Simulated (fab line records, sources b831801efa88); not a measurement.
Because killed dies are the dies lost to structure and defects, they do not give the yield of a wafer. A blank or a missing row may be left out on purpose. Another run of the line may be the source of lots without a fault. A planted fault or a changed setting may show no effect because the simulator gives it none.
What tool caused it? :: flow gf180mcu :: Sampling: 12 lots, 36 wafers, 2 of 602 route steps

== WHAT THE GAUGES SHOWED, per wafer ==
GF_MIM_THK_MEAS_06. Usual: MIM_CVD_05_THK 42.1 nm, standard deviation 0.62.
lot: L175
measured: day 25 05:27
on: film_metro-04
MIM_CVD_05_THK (nm): 41.9 42.2 42.8
flag: 

lot: L177
measured: day 25 17:34
on: film_metro-01
MIM_CVD_05_THK (nm): 42.1 42.0 42.7
flag: 

lot: L178
measured: day 26 02:58
on: film_metro-04
MIM_CVD_05_THK (nm): 42.0 42.4 42.6
flag: 

lot: L179
measured: day 26 14:09
on: film_metro-01
MIM_CVD_05_THK (nm): 41.2 41.8 42.0
flag: 

lot: L182
measured: day 27 17:25
on: film_metro-04
MIM_CVD_05_THK (nm): 40.7 41.0 42.3
flag: 

lot: L184
measured: day 27 17:33
on: film_metro-01
MIM_CVD_05_THK (nm): 42.3 43.2 43.1
flag: 

lot: L183
measured: day 27 20:10
on: film_metro-04
MIM_CVD_05_THK (nm): 42.4 42.6 42.7
flag: 

lot: L185
measured: day 28 04:34
on: film_metro-04
MIM_CVD_05_THK (nm): 42.1 42.2 43.4
flag: 

lot: L187
measured: day 29 00:22
on: film_metro-04
MIM_CVD_05_THK (nm): 42.5 41.8 43.2
flag: 

lot: L190
measured: day 29 15:28
on: film_metro-02
MIM_CVD_05_THK (nm): 42.0 43.0 42.2
flag: 

lot: L192
measured: day 29 23:38
on: film_metro-01
MIM_CVD_05_THK (nm): 41.0 41.4 42.2
flag: 

lot: L197
measured: day 31 01:07
on: film_metro-04
MIM_CVD_05_THK (nm): 42.2 42.8 42.8
flag: 

== WHAT TOOL EACH LOT RAN ON (gives the tool, then ch and the chambers of the sampled wafers, and finally the start) ==
lot: L175
GF_V3_ETCH_16: rie_diel-03 ch 1,2,3, day 23 03:42

lot: L177
GF_V3_ETCH_16: rie_diel-03 ch 0,2,3, day 23 17:50

lot: L178
GF_V3_ETCH_16: rie_diel-04 ch 1,2,3, day 24 03:29

lot: L179
GF_V3_ETCH_16: rie_diel-03 ch 0,2,3, day 24 15:08

lot: L182
GF_V3_ETCH_16: rie_diel-02 ch 0,2,3, day 25 20:22

lot: L184
GF_V3_ETCH_16: rie_diel-04 ch 0,1,2, day 25 20:48

lot: L183
GF_V3_ETCH_16: rie_diel-03 ch 1,3, day 25 21:27

lot: L185
GF_V3_ETCH_16: rie_diel-03 ch 1,2,3, day 26 08:18

lot: L187
GF_V3_ETCH_16: rie_diel-03 ch 2,3, day 27 05:00

lot: L190
GF_V3_ETCH_16: rie_diel-04 ch 0,2,3, day 27 19:21

lot: L192
GF_V3_ETCH_16: rie_diel-02 ch 0,3, day 28 04:32

lot: L197
GF_V3_ETCH_16: rie_diel-02 ch 1,3, day 29 07:03
- GF_V3_ETCH_16: etches BARC in N2/H2.

== WHAT THE TOOLS THEMSELVES READ (means of the sampled wafers that have a number; where no wafer has one, the mark that the record gives instead) ==
GF_V3_ETCH_16. Usual: drypump_motor_current_A 5.7 A, standard deviation 0.47; h2_flow_sccm 200.1 sccm, standard deviation 0.67; n2_flow_sccm 99.98 sccm, standard deviation 0.28; oes_product_au 0.854 a.u., standard deviation 0.0042; throttle_valve_pct 13.225 %, standard deviation 0.0089.
lot: L175
tool: rie_diel-03
drypump_motor_current_A (A): 5.6
h2_flow_sccm (sccm): 200.5
n2_flow_sccm (sccm): 100.22
oes_product_au (a.u.): 0.854
throttle_valve_pct (%): 13.232
flag: 

lot: L177
tool: rie_diel-03
drypump_motor_current_A (A): 5.6
h2_flow_sccm (sccm): 199.8
n2_flow_sccm (sccm): 100.05
oes_product_au (a.u.): 0.857
throttle_valve_pct (%): 13.224
flag: 

lot: L178
tool: rie_diel-04
drypump_motor_current_A (A): 5.6
h2_flow_sccm (sccm): 199.6
n2_flow_sccm (sccm): 99.81
oes_product_au (a.u.): 0.852
throttle_valve_pct (%): 13.231
flag: 

lot: L179
tool: rie_diel-03
drypump_motor_current_A (A): 5.6
h2_flow_sccm (sccm): 200.6
n2_flow_sccm (sccm): 100.17
oes_product_au (a.u.): 0.849
throttle_valve_pct (%): 13.224
flag: 

lot: L182
tool: rie_diel-02
drypump_motor_current_A (A): 5.9
h2_flow_sccm (sccm): 199.9
n2_flow_sccm (sccm): 100.05
oes_product_au (a.u.): 0.852
throttle_valve_pct (%): 13.222
flag: 

lot: L184
tool: rie_diel-04
drypump_motor_current_A (A): 5.7
h2_flow_sccm (sccm): 199.7
n2_flow_sccm (sccm): 99.90
oes_product_au (a.u.): 0.851
throttle_valve_pct (%): 13.237
flag: 

lot: L183
tool: rie_diel-03
drypump_motor_current_A (A): 5.7
h2_flow_sccm (sccm): 200.8
n2_flow_sccm (sccm): 100.05
oes_product_au (a.u.): 0.855
throttle_valve_pct (%): 13.222
flag: 

lot: L185
tool: rie_diel-03
drypump_motor_current_A (A): 5.6
h2_flow_sccm (sccm): 200.2
n2_flow_sccm (sccm): 100.37
oes_product_au (a.u.): 0.852
throttle_valve_pct (%): 13.229
flag: 

lot: L187
tool: rie_diel-03
drypump_motor_current_A (A): 5.6
h2_flow_sccm (sccm): 200.0
n2_flow_sccm (sccm): 100.06
oes_product_au (a.u.): 0.858
throttle_valve_pct (%): 13.226
flag: 

lot: L190
tool: rie_diel-04
drypump_motor_current_A (A): 5.8
h2_flow_sccm (sccm): 200.1
n2_flow_sccm (sccm): 99.70
oes_product_au (a.u.): 0.853
throttle_valve_pct (%): 13.221
flag: 

lot: L192
tool: rie_diel-02
drypump_motor_current_A (A): 5.7
h2_flow_sccm (sccm): 200.5
n2_flow_sccm (sccm): 99.65
oes_product_au (a.u.): 0.857
throttle_valve_pct (%): 13.226
flag: 

lot: L197
tool: rie_diel-02
drypump_motor_current_A (A): 5.6
h2_flow_sccm (sccm): 200.4
n2_flow_sccm (sccm): 99.97
oes_product_au (a.u.): 0.855
throttle_valve_pct (%): 13.221
flag: 

== THE ANSWER, worked out from the rows above alone ==
Rule: a lot is off if the mean of its wafers that have a number lies more than 3 standard deviations from the usual mean. Also off: a lot with no number at a reading for which 4 or more lots have one. Where the step has rows for the other lots, those lots are counted as sound. Order of review: gauges by route order, followed by the tools' own readings, for which a lot's mean as printed above is used. At the first step where some lot is off, the reading lying furthest off is the one used; lots without a number count as furthest.
No lot is off on any of the readings shown, so nothing can be concluded from this.

== WHAT WAS PUT IN BY THE SIMULATOR ==
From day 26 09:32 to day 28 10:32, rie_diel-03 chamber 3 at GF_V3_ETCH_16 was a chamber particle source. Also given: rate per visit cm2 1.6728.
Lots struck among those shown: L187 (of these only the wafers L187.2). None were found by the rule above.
